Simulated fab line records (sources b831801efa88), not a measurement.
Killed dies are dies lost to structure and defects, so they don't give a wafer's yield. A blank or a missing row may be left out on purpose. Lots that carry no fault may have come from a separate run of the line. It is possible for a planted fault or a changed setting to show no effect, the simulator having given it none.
Chamber matching + flow gf180mcu + rie-diel-04 running GF_V2_ETCH_16: 4 sister chambers
The step etches BARC in N2/H2. 14 wafers are shown with their chamber, then 7 later ones without.

EACH WAFER AND ITS CHAMBER
| wafer  | chamber | n2-flow-sccm (sccm) | oes-product-au (a.u.) | throttle-valve-pct (%) |
|--------|---------|---------------------|-----------------------|------------------------|
| L773.3 | 2       | 99.88               | 0.862                 | 13.240                 |
| L773.5 | 3       | 99.75               | 0.849                 | 13.247                 |
| L773.6 | 2       | 99.69               | 0.847                 | 13.233                 |
| L776.1 | 1       | 100.20              | 0.853                 | 13.210                 |
| L776.4 | 2       | 100.48              | 0.854                 | 13.228                 |
| L776.6 | 1       | 100.30              | 0.859                 | 13.239                 |
| L783.1 | 1       | 99.94               | 0.848                 | 13.215                 |
| L783.3 | 2       | 100.46              | 0.851                 | 13.212                 |
| L783.5 | 3       | 99.71               | 0.858                 | 13.237                 |
| L785.4 | 3       | 99.91               | 0.862                 | 13.231                 |
| L785.5 | 3       | 99.76               | 0.853                 | 13.210                 |
| L785.6 | 0       | 100.39              | 0.847                 | 13.221                 |
| L786.1 | 1       | 100.54              | 0.842                 | 13.230                 |
| L786.5 | 1       | 100.09              | 0.859                 | 13.236                 |

SIGNATURES, as means of the wafers listed above
| reading            | chamber 0 | chamber 1 | chamber 2 | chamber 3 | scatter within a chamber |
|--------------------|-----------|-----------|-----------|-----------|--------------------------|
| n2-flow-sccm       | 100.3900  | 100.2140  | 100.1275  | 99.7825   | 0.267                    |
| oes-product-au     | 0.84700   | 0.85220   | 0.85350   | 0.85550   | 0.00658                  |
| throttle-valve-pct | 13.22100  | 13.22600  | 13.22825  | 13.23125  | 0.0135                   |
Rule: for a wafer and a chamber, the distance is found by dividing, reading by reading, the gap between the wafer's reading and the chamber's mean by the reading's scatter, squaring, summing and taking the root. If the next closest chamber is less than 2 further off than the closest, the wafer can't be placed; otherwise it belongs to the closest. The scatter: take each reading less its chamber's mean, square it, sum over the shown wafers, divide by the number of wafers less the number of chambers, and take the root.

WAFERS WITHOUT THEIR CHAMBER
| wafer  | n2-flow-sccm (sccm) | oes-product-au (a.u.) | throttle-valve-pct (%) |
|--------|---------------------|-----------------------|------------------------|
| L786.6 | 99.91               | 0.857                 | 13.229                 |
| L787.1 | 100.38              | 0.860                 | 13.236                 |
| L787.2 | 100.13              | 0.859                 | 13.234                 |
| L787.4 | 99.13               | 0.856                 | 13.239                 |
| L796.2 | 100.21              | 0.847                 | 13.228                 |
| L796.5 | 100.36              | 0.859                 | 13.221                 |
| L796.6 | 100.49              | 0.853                 | 13.233                 |

CHAMBER TAKEN BY EACH
| wafer  | from the rows above               | in truth |
|--------|-----------------------------------|----------|
| L786.6 | can't be placed: 3 or 2 or 1 or 0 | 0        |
| L787.1 | can't be placed: 2 or 1 or 0 or 3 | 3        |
| L787.2 | can't be placed: 2 or 1 or 3 or 0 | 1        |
| L787.4 | can't be placed: 3 or 2 or 1      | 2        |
| L796.2 | can't be placed: 1 or 0 or 2 or 3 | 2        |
| L796.5 | can't be placed: 1 or 2 or 0 or 3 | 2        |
| L796.6 | can't be placed: 1 or 0 or 2 or 3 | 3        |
Correct placement for 0 of the 7. These rows do not allow placing 7 (true chamber among the candidates in 7). Placed wrongly: 0.
